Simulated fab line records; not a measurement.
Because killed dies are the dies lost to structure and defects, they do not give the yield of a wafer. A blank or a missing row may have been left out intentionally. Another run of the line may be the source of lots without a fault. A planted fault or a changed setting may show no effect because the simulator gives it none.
What tool caused it? -- flow gf180mcu -- 15 lots, 45 wafers sampled, at 5 steps of a route of 602

== WHAT THE GAUGES READ, wafer by wafer ==
GF_STI_THK_MEAS_30.
lot,measured,on,STI_OXIDATION_02_THK (nm)
L242,day 2 11:04,film_metro-01,9.65 9.93 9.78
L243,day 2 14:58,film_metro-04,10.07 9.98 9.92
L244,day 2 17:12,film_metro-02,10.10 9.86 10.09
L245,day 2 23:01,film_metro-01,9.80 9.81 9.76
L246,day 3 03:38,film_metro-04,9.98 9.85 9.80
L248,day 3 13:07,film_metro-04,10.03 9.76 9.85
L249,day 3 18:10,film_metro-04,9.83 9.56 9.59
L250,day 4 00:38,film_metro-01,10.07 10.16 10.08
L253,day 4 16:40,film_metro-01,10.04 10.05 10.09
L254,day 4 23:34,film_metro-04,9.92 9.84 9.83
L255,day 5 06:55,film_metro-02,9.81 9.86 9.72
L257,day 5 13:06,film_metro-04,9.96 10.15 9.94
L259,day 6 01:12,film_metro-02,9.73 9.93 9.79
L260,day 6 04:49,film_metro-04,10.33 10.19 10.29
L263,day 6 19:17,film_metro-04,9.63 9.55 9.50

GF_NWELL_OVL_MEAS_07.
lot,measured,on,NWELL_OVL (nm)
L242,day 3 11:17,overlay-01,1.6 1.0 1.1
L243,day 3 16:58,overlay-01,-0.5 0.3 -1.2
L244,day 3 18:46,overlay-02,0.9 2.7 1.7
L245,day 4 01:24,overlay-02,0.3 2.2 -0.3
L246,day 4 05:54,overlay-02,-1.1 -0.7 0.1
L248,day 4 15:55,overlay-01,-0.6 1.0 0.1
L249,day 4 22:06,overlay-02,-0.9 -0.7 -1.5
L250,day 5 03:51,overlay-02,-0.1 -1.0 1.0
L253,day 5 21:34,overlay-02,0.5 -0.1 -0.8
L254,day 6 03:46,overlay-01,-1.9 1.1 -2.2
L255,day 6 12:33,overlay-01,0.6 -0.9 -0.9
L257,day 6 18:27,overlay-02,2.3 1.8 1.1
L259,day 7 07:51,overlay-01,-0.1 1.3 -0.3
L260,day 7 11:16,overlay-02,1.1 1.2 -0.7
L263,day 8 03:43,overlay-02,1.9 1.7 0.9

GF_LVPWELL_OVL_MEAS_07.
lot,measured,on,LVPWELL_OVL (nm)
L242,day 4 01:35,overlay-02,0.9 -0.1 1.0
L243,day 4 06:37,overlay-01,0.0 -0.7 -0.2
L244,day 4 08:34,overlay-01,1.6 2.1 1.2
L245,day 4 15:25,overlay-01,1.9 1.3 1.3
L246,day 4 20:13,overlay-02,0.2 0.5 1.2
L248,day 5 05:38,overlay-02,-0.2 -0.1 0.7
L249,day 5 12:26,overlay-01,-1.2 -1.4 -1.3
L250,day 5 18:23,overlay-01,0.7 0.7 0.6
L253,day 6 12:40,overlay-02,-102.8 -101.0 -102.8
L254,day 6 19:24,overlay-01,-1.5 -0.3 0.3
L255,day 7 04:04,overlay-02,-101.8 -103.4 -102.6
L257,day 7 10:22,overlay-01,-103.5 -102.7 -104.1
L259,day 8 00:17,overlay-01,1.4 0.7 1.5
L260,day 8 04:04,overlay-01,-0.2 -0.1 0.1
L263,day 8 19:55,overlay-02,-2.7 -1.7 -1.1

GF_MVSD_OVL_MEAS_07.
lot,measured,on,MVSD_OVL (nm)
L242,day 4 15:49,overlay-01,-0.7 -0.1 0.8
L243,day 4 21:09,overlay-01,0.7 -1.2 0.2
L244,day 4 23:27,overlay-01,-0.4 -1.0 -0.3
L245,day 5 04:56,overlay-02,0.4 1.3 1.3
L246,day 5 09:35,overlay-01,-1.1 -1.4 -1.3
L248,day 5 20:08,overlay-01,3.1 0.5 0.7
L249,day 6 03:08,overlay-01,0.6 0.2 1.4
L250,day 6 09:48,overlay-01,2.3 1.3 -0.3
L253,day 7 04:08,overlay-01,-0.6 -1.8 -0.8
L254,day 7 11:11,overlay-01,-1.5 -1.8 -0.2
L255,day 7 20:48,overlay-01,-0.9 -0.7 0.2
L257,day 8 03:08,overlay-02,0.3 1.5 3.7
L259,day 8 16:41,overlay-02,-1.7 -0.3 1.2
L260,day 8 20:05,overlay-01,-1.3 -0.5 0.5
L263,day 9 12:23,overlay-02,-1.2 0.3 -0.9

== EACH LOT AND THE TOOL THAT RAN IT (in order: tool; ch and the chambers of the sampled wafers; start) ==
lot,GF_LVPWELL_EXPOSE_04
L242,"iline_stepper-01 ch 0, day 3 18:44"
L243,"iline_stepper-01 ch 0, day 4 00:15"
L244,"iline_stepper-01 ch 0, day 4 01:59"
L245,"iline_stepper-01 ch 0, day 4 08:32"
L246,"iline_stepper-02 ch 0, day 4 12:59"
L248,"iline_stepper-01 ch 0, day 4 23:30"
L249,"iline_stepper-02 ch 0, day 5 05:17"
L250,"iline_stepper-01 ch 0, day 5 11:26"
L253,"iline_stepper-02 ch 0, day 6 05:31"
L254,"iline_stepper-01 ch 0, day 6 11:59"
L255,"iline_stepper-02 ch 0, day 6 20:19"
L257,"iline_stepper-02 ch 0, day 7 02:58"
L259,"iline_stepper-01 ch 0, day 7 16:21"
L260,"iline_stepper-01 ch 0, day 7 20:27"
L263,"iline_stepper-01 ch 0, day 8 12:26"
- GF_LVPWELL_EXPOSE_04: exposes mask LVPWELL, target cd 600 nm.

== WHAT THE TOOLS THEMSELVES READ (means of the sampled wafers that have a number; where no wafer has one, the mark that the record gives instead) ==
The record holds no such reading with a usual standard deviation.

== THE ANSWER, worked out from the rows above alone ==
Rule: the usual values come from the lots themselves. The widest of any qualifying gaps counts: lots, ordered by their means at a reading, are off when they make up no more than a third of the lots, leave a main group of 4 or more, and stand apart from it by 3 or more times the standard deviation of that group's means. A main group whose means are all the same, to the digits that the tables above print for the reading, isn't used. A lot without any number at a reading at which 4 lots or more have one is off too. Where the step has rows for the other lots, those lots are counted as sound. After the gauges, taken in route order, come the tools' own readings; for these a lot's mean is taken, as printed above. At the first step where some lot is off, the reading lying furthest off is the one used; lots without a number count as furthest.
Off: at GF_LVPWELL_OVL_MEAS_07 (LVPWELL_OVL), L253, L255, L257. For the main group the mean is 0.2 nm and the standard deviation 1.
If a tool, at a process step before that reading, ran all the lots that are off and no sound lot after the first of them, it fits. Gauges at GF_LVPWELL_OVL_MEAS_07: tried the same way as those tools. One fits: GF_LVPWELL_EXPOSE_04 on iline_stepper-02. A fault onset in the window from L249 (day 5 05:17, its last sound lot) to L253 (day 6 05:31, its first lot off) fits.

== WHAT WAS PUT IN BY THE SIMULATOR ==
Scanner matching overlay: iline_stepper-02, from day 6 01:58 on, at GF_LVPWELL_EXPOSE_04. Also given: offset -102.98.
Lots struck among those shown: L253, L255, L257. The same result came from the rule above.
